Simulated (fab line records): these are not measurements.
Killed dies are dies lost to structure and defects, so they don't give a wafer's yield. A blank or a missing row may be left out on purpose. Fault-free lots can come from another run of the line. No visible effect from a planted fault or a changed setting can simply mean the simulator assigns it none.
What tool caused it? + flow sky130 + 12 lots with 36 wafers sampled at 4 steps, on a route of 708 steps

== WHAT THE GAUGES READ, wafer by wafer ==
SKY_FIELD_ISO_BOW_MEAS_00. Usual: for INCOMING_BOW the level is -1 um and the standard deviation is 6.
| lot  | measured    | on            | INCOMING_BOW (um) | flag |
|------|-------------|---------------|-------------------|------|
| L747 | day 1 10:01 | film metro-01 | -1 -7 -4          |      |
| L748 | day 1 15:02 | film metro-03 | 5 -9 3            |      |
| L750 | day 2 01:01 | film metro-04 | 10 -5 2           |      |
| L751 | day 2 06:01 | film metro-03 | -10 -5 -4         |      |
| L752 | day 2 11:00 | film metro-03 | 1 2 2             |      |
| L753 | day 2 16:00 | film metro-04 | -4 7 -15          |      |
| L754 | day 2 21:00 | film metro-03 | -10 6 5           |      |
| L757 | day 3 12:04 | film metro-04 | -5 -7 0           |      |
| L759 | day 3 22:02 | film metro-01 | -7 11 6           |      |
| L760 | day 4 03:00 | film metro-04 | -10 -7 0          |      |
| L767 | day 5 14:00 | film metro-03 | 1 4 -4            |      |
| L770 | day 6 05:02 | film metro-01 | -5 -4 1           |      |

SKY_VT_ADJUST_LVTN_TW_MEAS_21. Usual: for VT_ADJUST_LVTN_2_TW the level is 190.0 and the standard deviation is 1.6.
| lot  | measured     | on            | VT_ADJUST_LVTN_2_TW | flag |
|------|--------------|---------------|---------------------|------|
| L747 | day 7 17:32  | film metro-02 | 191.6 191.5 193.7   |      |
| L748 | day 8 07:12  | film metro-03 | 188.5 188.3 187.9   |      |
| L750 | day 8 16:04  | film metro-01 | 190.7 191.9 191.2   |      |
| L751 | day 8 20:28  | film metro-02 | 190.8 190.5 192.4   |      |
| L752 | day 9 02:17  | film metro-03 | 187.5 187.3 186.5   |      |
| L753 | day 9 09:05  | film metro-01 | 189.2 190.3 189.0   |      |
| L754 | day 9 14:50  | film metro-03 | 187.6 187.6 188.1   |      |
| L757 | day 10 09:44 | film metro-01 | 191.4 190.5 191.9   |      |
| L759 | day 11 07:45 | film metro-03 | 187.4 189.1 187.4   |      |
| L760 | day 11 17:34 | film metro-01 | 191.8 191.3 191.3   |      |
| L767 | day 13 13:59 | film metro-01 | 201.6 202.6 202.4   | OFF  |
| L770 | day 14 06:59 | film metro-03 | 198.7 198.1 199.5   | OFF  |

SKY_LDD_N_TW_MEAS_17. Usual: for LDD_N_TW the level is 2598 and the standard deviation is 20.
| lot  | measured     | on            | LDD_N_TW       | flag |
|------|--------------|---------------|----------------|------|
| L747 | day 17 18:06 | film metro-01 | 2589 2566 2573 |      |
| L748 | day 18 14:28 | film metro-03 | 2576 2577 2582 |      |
| L750 | day 19 00:18 | film metro-01 | 2612 2608 2605 |      |
| L751 | day 19 07:45 | film metro-01 | 2620 2609 2616 |      |
| L752 | day 19 19:01 | film metro-03 | 2609 2627 2616 |      |
| L753 | day 20 05:38 | film metro-03 | 2617 2609 2623 |      |
| L754 | day 20 11:44 | film metro-01 | 2624 2608 2622 |      |
| L757 | day 21 12:34 | film metro-01 | 2607 2604 2606 |      |
| L759 | day 22 16:01 | film metro-01 | 2611 2605 2592 |      |
| L760 | day 23 01:32 | film metro-04 | 2561 2567 2594 |      |
| L767 | day 25 04:37 | film metro-04 | 2574 2570 2580 |      |
| L770 | day 26 00:43 | film metro-01 | 2626 2615 2613 |      |

== WHICH TOOL RAN EACH LOT (tool, then ch and the chambers of the sampled wafers, then the start) ==
| lot  | SKY_VT_ADJUST_LVTN_IMPLANT_19   |
|------|---------------------------------|
| L747 | implanter-04 ch 0, day 7 17:15  |
| L748 | implanter-02 ch 0, day 8 06:59  |
| L750 | implanter-04 ch 0, day 8 15:50  |
| L751 | implanter-04 ch 0, day 8 20:14  |
| L752 | implanter-01 ch 0, day 9 02:02  |
| L753 | implanter-04 ch 0, day 9 08:50  |
| L754 | implanter-04 ch 0, day 9 14:35  |
| L757 | implanter-01 ch 0, day 10 09:31 |
| L759 | implanter-02 ch 0, day 11 07:32 |
| L760 | implanter-04 ch 0, day 11 17:19 |
| L767 | implanter-01 ch 0, day 13 13:44 |
| L770 | implanter-01 ch 0, day 14 06:46 |
- SKY_VT_ADJUST_LVTN_IMPLANT_19

== AS READ BY THE TOOLS THEMSELVES (means over the sampled wafers that have a number; for cases with no such wafer, the mark the record gives instead) ==
SKY_VT_ADJUST_LVTN_IMPLANT_19. Usual: dose ions cm2 6.5e+11, standard deviation 6.8e+08; faraday current uA 3.66, standard deviation 0.07.
| lot  | tool         | dose ions cm2 | faraday current uA | flag |
|------|--------------|---------------|--------------------|------|
| L747 | implanter-04 | 6.5e+11       | 3.67               |      |
| L748 | implanter-02 | 6.5e+11       | 3.69               |      |
| L750 | implanter-04 | 6.5e+11       | 3.67               |      |
| L751 | implanter-04 | 6.5e+11       | 3.72               |      |
| L752 | implanter-01 | 6.5e+11       | 3.66               |      |
| L753 | implanter-04 | 6.5e+11       | 3.66               |      |
| L754 | implanter-04 | 6.5e+11       | 3.67               |      |
| L757 | implanter-01 | 6.5e+11       | 3.68               |      |
| L759 | implanter-02 | 6.5e+11       | 3.63               |      |
| L760 | implanter-04 | 6.5e+11       | 3.56               |      |
| L767 | implanter-01 | 8.0e+11       | 4.41               | OFF  |
| L770 | implanter-01 | 8.0e+11       | 4.45               | OFF  |

== THE ANSWER, worked out from the rows above alone ==
Rule: lot off if the mean of its wafers having a number is beyond 3 standard deviations from the usual mean. Also off: a lot with no number at a reading for which 4 or more lots have one. Any other lot the step has rows for is counted as sound. After the gauges, taken in route order, come the tools' own readings; for these a lot's mean is taken, as printed above. At the first step where some lot is off, the reading lying furthest off is the one used; lots without a number count as furthest.
Off: L767, L770, at SKY_VT_ADJUST_LVTN_TW_MEAS_21 (VT_ADJUST_LVTN_2_TW).
A tool fits if, at a process step before that reading, it ran every lot that is off, and no sound lot after the first of them. The gauges at SKY_VT_ADJUST_LVTN_TW_MEAS_21 aren't tried: what is off there is off at SKY_VT_ADJUST_LVTN_IMPLANT_19 too, on other tools, and a gauge's error can't cause that. One candidate fits, namely implanter-01 at SKY_VT_ADJUST_LVTN_IMPLANT_19. Its last sound lot is L757 (day 10 09:31), its first lot that is off L767 (day 13 13:44): a fault that began between those two fits.
The tool's own readings at SKY_VT_ADJUST_LVTN_IMPLANT_19 bear it out: on the lots that are off they differ by more than 5 times the standard deviation of the sound lots' means. dose ions cm2 reads 8.0e+11 there against 6.5e+11 on the sound lots; faraday current uA reads 4.43 there against 3.66 on the sound lots.

== WHAT THE SIMULATOR PUT IN ==
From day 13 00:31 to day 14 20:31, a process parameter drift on implanter-01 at SKY_VT_ADJUST_LVTN_IMPLANT_19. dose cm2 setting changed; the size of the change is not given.
Struck lots among those shown: L767, L770. Same finding as the rule above.
